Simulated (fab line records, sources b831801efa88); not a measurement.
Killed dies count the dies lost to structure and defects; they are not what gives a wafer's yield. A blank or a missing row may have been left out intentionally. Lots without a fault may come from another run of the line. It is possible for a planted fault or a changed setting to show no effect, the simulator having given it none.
fab line records	flow gf180mcu
record lots=7	wafers=21	lastDay=34
route steps=602 shown V2@408 M3@409
lots with no fault: from the same line, run without faults
startH: hours from the record's opening day to when the first of the lot's shown wafers began	waitH: hours since the lot's step before	" the same as in the row above	L1.1+2: several wafers, shown together as one row	- value missing, or start not given	* or withheld: withheld	< > ~ a bound
route shown NAME@n: a module of which the file shows steps, and the number in the route of the first	usual: average and standard deviation across the fault-free wafers	same: alike in all rows	chamber/n: place in a boat	sites: per-site readings	_std_site: the values' standard deviation	_edge_site: outer sites' mean less inner sites'	radiusMm: for every site, how far away it sits from the centre of the wafer	mask NAME#n: copy n	behind: tool/chamber where the wafer was last shaped	hold: the reason the lot was held/the length of the hold in hours/how it ended	device: the n, p or np transistor that did not switch	end of line: the tests these same wafers got at the end of their route	step lacking rows: just its recipe	killed: not the wafer's yield, but the dies lost to structure and defects at the first sort	map: a wafer's dies, marking killed ones x, the rest . and places with no die _
set.NAME: setting as actually run; set.NAME@STEP: the setting as run at that earlier step	model.NAME: the simulator's own value behind a step, which no gauge read
lots seen at some steps along the route; tables by step, rows by wafer
services: a tool's chamber out of use, with start hour (startH, from the record's first day; less than 0 if before it), hours out, and reason
## steps
# step GF_V2_CMP_26
# recipe stopOn=SiO2	downForcePsi=3.5	platenRpm=60	tOverpolishS=15	targetThkNm=0	padVelocityMS=0.94248
# usual motorCurrentA=11.5/1.2	overpolishRunS=14.999/0.0095	timeToEndpointS=84/3.4
lot.wafer	tool	chamber	startH	waitH	motorCurrentA	overpolishRunS	timeToEndpointS
L391.4	cmp-02	1	447.34	0.1	11.5	15.006	95
L391.1	"	2	"	"	9.7	15.014	84
L391.6	"	1	"	"	11.1	15.025	94
L400.1	cmp-02	0	557.79	0.1	12.9	15.006	77
L400.5	"	3	"	"	12.4	15.003	80
L400.6	"	0	"	"	13.2	15.003	76
L401.4	cmp-02	1	567.33	0.0	11.2	15.004	84
L401.3	"	2	"	"	9.4	14.995	80
L401.1	"	0	"	"	13.3	14.997	80
L402.4	cmp-01	3	568.59	0.0	13.0	15.000	87
L402.3	"	2	"	"	10.8	15.015	84
L402.5	"	3	"	"	13.4	15.000	86
L409.2	cmp-02	1	616.37	0.1	10.9	14.997	93
L409.5	"	0	"	"	13.1	14.990	86
L409.6	"	1	"	"	11.3	14.998	92
L411.2	cmp-01	3	625.74	0.0	13.0	14.984	84
L411.3	"	1	"	"	10.7	14.999	79
L411.5	"	0	"	"	11.1	15.019	85
L414.3	cmp-01	2	642.91	0.0	11.0	15.000	91
L414.2	"	3	"	"	12.8	14.996	85
L414.5	"	3	"	"	13.0	14.983	84
# step GF_M3_SPUTTER_00
# recipe material=Ti	targetThkNm=37.5	arrivingIonEnergyEv=80	substrateTempC=200	chamberPressurePa=2	powerW=4000	timeS=150
# usual throttleValvePct=30.3/1.1
lot.wafer	tool	chamber	startH	waitH	throttleValvePct
L391.1	pvdSputter-03	-	447.59	0.1	30.1
L391.4	"	-	"	"	29.0
L391.6	"	-	"	"	28.7
L400.1	pvdSputter-04	-	558.04	0.2	30.8
L400.5	"	-	"	"	31.3
L400.6	"	-	"	"	30.1
L401.1	pvdSputter-03	-	567.63	0.1	32.6
L401.3	"	-	"	"	29.9
L401.4	"	-	"	"	30.4
L402.3	pvdSputter-03	-	568.89	0.1	30.0
L402.4	"	-	"	"	29.9
L402.5	"	-	"	"	30.3
L409.2	pvdSputter-03	-	616.62	0.2	30.4
L409.5	"	-	"	"	29.8
L409.6	"	-	"	"	32.6
L411.2	pvdSputter-03	-	626.04	0.2	30.1
L411.3	"	-	"	"	28.7
L411.5	"	-	"	"	28.7
L414.2	pvdSputter-04	-	643.21	0.2	30.8
L414.3	"	-	"	"	30.2
L414.5	"	-	"	"	29.9
# step GF_M3_SPUTTER_01
# recipe material=TiN	targetThkNm=30	powerW=6500	timeS=25	chamberPressurePa=0.4
# usual throttleValvePct=30.3/1.1
lot.wafer	tool	chamber	startH	waitH	throttleValvePct
L391.1	pvdSputter-03	-	447.69	0.1	29.7
L391.4	"	-	"	"	28.9
L391.6	"	-	"	"	28.9
L400.1	pvdSputter-04	-	558.14	0.1	31.2
L400.5	"	-	"	"	31.1
L400.6	"	-	"	"	30.0
L401.1	pvdSputter-03	-	567.73	0.1	32.4
L401.3	"	-	"	"	29.8
L401.4	"	-	"	"	30.3
L402.3	pvdSputter-03	-	568.99	0.1	29.9
L402.4	"	-	"	"	30.0
L402.5	"	-	"	"	30.5
L409.2	pvdSputter-03	-	616.72	0.1	30.4
L409.5	"	-	"	"	29.9
L409.6	"	-	"	"	32.4
L411.2	pvdSputter-03	-	626.14	0.1	30.4
L411.3	"	-	"	"	28.5
L411.5	"	-	"	"	29.0
L414.2	pvdSputter-04	-	643.31	0.1	30.9
L414.3	"	-	"	"	30.1
L414.5	"	-	"	"	30.3
# step GF_M3_SPUTTER_02
# recipe material=AlCu	targetThkNm=450	powerW=10600	timeS=23.9	chamberPressurePa=0.4
# usual throttleValvePct=30.3/1.1
lot.wafer	tool	chamber	startH	waitH	throttleValvePct
L391.1	pvdSputter-03	-	447.72	0.0	29.9
L391.4	"	-	"	"	28.8
L391.6	"	-	"	"	28.9
L400.1	pvdSputter-04	-	558.17	0.0	31.0
L400.5	"	-	"	"	31.5
L400.6	"	-	"	"	30.1
L401.1	pvdSputter-03	-	567.76	0.0	32.3
L401.3	"	-	"	"	29.9
L401.4	"	-	"	"	30.3
L402.3	pvdSputter-03	-	569.02	0.0	30.0
L402.4	"	-	"	"	30.0
L402.5	"	-	"	"	30.4
L409.2	pvdSputter-03	-	616.75	0.0	30.3
L409.5	"	-	"	"	29.8
L409.6	"	-	"	"	32.3
L411.2	pvdSputter-03	-	626.17	0.0	30.5
L411.3	"	-	"	"	28.7
L411.5	"	-	"	"	29.0
L414.2	pvdSputter-04	-	643.34	0.0	30.9
L414.3	"	-	"	"	30.0
L414.5	"	-	"	"	30.1
# step GF_M3_SPUTTER_03
# recipe material=Ti	targetThkNm=10	substrateTempC=300	chamberPressurePa=0.3	powerW=3000	timeS=6.7
# usual throttleValvePct=30.2/1.1
lot.wafer	tool	chamber	startH	waitH	throttleValvePct
L391.1	pvdSputter-03	-	447.75	0.0	30.0
L391.4	"	-	"	"	28.6
L391.6	"	-	"	"	29.0
L400.1	pvdSputter-04	-	558.20	0.0	30.9
L400.5	"	-	"	"	31.5
L400.6	"	-	"	"	30.2
L401.1	pvdSputter-03	-	567.79	0.0	32.5
L401.3	"	-	"	"	30.1
L401.4	"	-	"	"	30.4
L402.3	pvdSputter-03	-	569.05	0.0	29.6
L402.4	"	-	"	"	30.0
L402.5	"	-	"	"	30.5
L409.2	pvdSputter-03	-	616.78	0.0	30.1
L409.5	"	-	"	"	29.9
L409.6	"	-	"	"	32.4
L411.2	pvdSputter-03	-	626.20	0.0	30.4
L411.3	"	-	"	"	28.7
L411.5	"	-	"	"	28.7
L414.2	pvdSputter-04	-	643.37	0.0	31.0
L414.3	"	-	"	"	30.3
L414.5	"	-	"	"	30.1
# step GF_M3_SPUTTER_04
# recipe material=TiN	targetThkNm=50	powerW=6324	timeS=41.7	chamberPressurePa=0.4
# step GF_M3_RS_MEAS_05
# recipe thkMeasGauge=four-point-probe	reads=TiN_of_M3_SPUTTER_04+Ti_of_M3_SPUTTER_03+AlCu_of_M3_SPUTTER_02+TiN_of_M3_SPUTTER_01+Ti_of_M3_SPUTTER_00
# usual M3_ALCU_RS=0.0694/0.00069
lot.wafer	tool	chamber	startH	waitH	M3_ALCU_RS[ohm/sq]
L391.1	filmMetro-04	-	447.81	0.0	0.0695
L391.4	"	-	"	"	0.0692
L391.6	"	-	"	"	0.0692
L400.1	filmMetro-02	-	558.26	0.0	0.0711
L400.5	"	-	"	"	0.0698
L400.6	"	-	"	"	0.0696
L401.1	filmMetro-02	-	567.85	0.0	0.0692
L401.3	"	-	"	"	0.0691
L401.4	"	-	"	"	0.0696
L402.3	filmMetro-04	-	569.15	0.1	0.0692
L402.4	"	-	"	"	0.0693
L402.5	"	-	"	"	0.0692
L409.2	filmMetro-02	-	616.86	0.0	0.0706
L409.5	"	-	"	"	0.0702
L409.6	"	-	"	"	0.0700
L411.2	filmMetro-03	-	626.28	0.0	0.0693
L411.3	"	-	"	"	0.0694
L411.5	"	-	"	"	0.0686
L414.2	filmMetro-04	-	643.45	0.0	0.0701
L414.3	"	-	"	"	0.0684
L414.5	"	-	"	"	0.0688
# step GF_M3_THK_MEAS_06
# recipe thkMeasGauge=xrf	reads=AlCu_of_M3_SPUTTER_02
# usual M3_ALCU_THK=456/4.6
lot.wafer	tool	chamber	startH	waitH	M3_ALCU_THK[nm]
L391.1	filmMetro-04	-	447.93	0.1	451
L391.4	"	-	"	"	458
L391.6	"	-	"	"	457
L400.1	filmMetro-02	-	558.38	0.1	445
L400.5	"	-	"	"	451
L400.6	"	-	"	"	454
L401.1	filmMetro-02	-	567.97	0.1	456
L401.3	"	-	"	"	458
L401.4	"	-	"	"	452
L402.3	filmMetro-04	-	569.25	0.1	457
L402.4	"	-	"	"	453
L402.5	"	-	"	"	455
L409.2	filmMetro-02	-	616.97	0.1	451
L409.5	"	-	"	"	452
L409.6	"	-	"	"	453
L411.2	filmMetro-03	-	626.39	0.1	457
L411.3	"	-	"	"	457
L411.5	"	-	"	"	463
L414.2	filmMetro-04	-	643.56	0.1	453
L414.3	"	-	"	"	463
L414.5	"	-	"	"	463
# step GF_M3_DEHYDRATE_07
# recipe tempC=200	timeS=60
# step GF_M3_HMDS_08
# recipe primeTimeS=60	primeTempC=120
# step GF_M3_COAT_09
# recipe resist=KrF	spinRpm=withheld	resistThkNm=1000
# step GF_M3_SOFTBAKE_10
# recipe tempC=130	timeS=60	resist=KrF
# step GF_M3_EXPOSE_11
# recipe maskId=Metal3	targetCdNm=280	na=0.68	sourceShape=conventional	sigmaOuter=0.6	doseMj=28
# usual exposureDoseMJCm2=28.007/0.026	focusOffsetNm=-0.1/0.51
lot.wafer	tool	chamber	startH	waitH	mask	exposureDoseMJCm2	focusOffsetNm
L391.1	krfScanner-01	0	460.63	-	Metal3#0	28.047	-0.4
L391.4	"	0	"	"	Metal3#0	28.056	-0.4
L391.6	"	0	"	"	Metal3#0	27.994	0.4
L400.1	krfScanner-02	-	568.60	-	Metal3#0	-	-
L400.5	"	-	"	"	Metal3#0	-	-
L400.6	"	-	"	"	Metal3#0	-	-
L401.1	krfScanner-02	-	578.58	-	Metal3#0	-	-
L401.3	"	-	"	"	Metal3#0	-	-
L401.4	"	-	"	"	Metal3#0	-	-
L402.3	krfScanner-02	-	580.19	-	Metal3#0	-	-
L402.4	"	-	"	"	Metal3#0	-	-
L402.5	"	-	"	"	Metal3#0	-	-
L409.2	krfScanner-01	0	626.98	-	Metal3#0	28.043	0.2
L409.5	"	0	"	"	Metal3#0	28.015	0.4
L409.6	"	0	"	"	Metal3#0	28.016	0.4
L411.2	krfScanner-01	0	636.25	-	Metal3#0	28.021	0.0
L411.3	"	0	"	"	Metal3#0	27.985	0.1
L411.5	"	0	"	"	Metal3#0	27.999	-0.4
L414.2	krfScanner-02	0	653.74	-	Metal3#0	27.981	-0.7
L414.3	"	0	"	"	Metal3#0	28.015	0.4
L414.5	"	0	"	"	Metal3#0	27.991	-0.7
# step GF_M3_PEB_12
# recipe pebTempC=135	pebTimeS=90	resist=KrF
## services
tool	chamber	startH	hours	kind
krfScanner-02	-	424.52	4.0	pm
cmp-01	-	429.64	11.1	repair
krfScanner-02	-	435.95	1.0	pm
krfScanner-01	-	438.22	0.5	repair
cmp-01	-	442.67	4.8	pm
krfScanner-02	-	447.44	0.8	pm
cmp-02	-	450.03	0.6	repair
cmp-01	-	465.27	2.3	repair
cmp-01	-	482.46	4.1	repair
pvdSputter-04	-	497.27	3.0	repair
krfScanner-02	-	527.35	0.2	repair
krfScanner-02	-	530.12	0.1	repair
cmp-02	-	532.02	9.5	pm
krfScanner-02	-	541.14	1.3	pm
cmp-02	-	572.00	4.0	pm
pvdSputter-03	-	575.51	1.8	repair
pvdSputter-04	-	581.36	0.7	repair
krfScanner-02	-	581.99	3.6	pm
krfScanner-02	-	604.97	1.0	pm
krfScanner-02	-	616.24	0.8	pm
cmp-02	-	618.78	7.5	pm
cmp-02	-	630.56	1.2	repair
krfScanner-02	-	631.40	0.2	repair
pvdSputter-04	-	644.20	0.9	repair
## key
firstSign step=GF_M3_EXPOSE_11	reading=toolRecord	direction=missing
effect none on later readings
metAt GF_M3_EXPOSE_11
struckWafers L400.1,L400.5,L400.6,L401.1,L401.3,L401.4,L402.3,L402.4,L402.5
laterRowsLeftOut L400.1,L400.5,L400.6,L401.1,L401.3,L401.4,L402.3,L402.4,L402.5
sortLeftOut L400.1,L400.5,L400.6,L401.1,L401.3,L401.4,L402.3,L402.4,L402.5
fault kind=skippedStepWhole	tool=krfScanner-02	chamber=-	onsetH=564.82	steps=GF_M3_EXPOSE_11	scope=struckLotsOnly
# sortLeftOut: the simulated sort isn't trusted on such a fault, so these wafers' sort isn't shown, and their yield isn't known
# laterRowsLeftOut: the simulator's readings of these wafers behind a module that went badly wrong aren't trusted and aren't shown, but for the sort
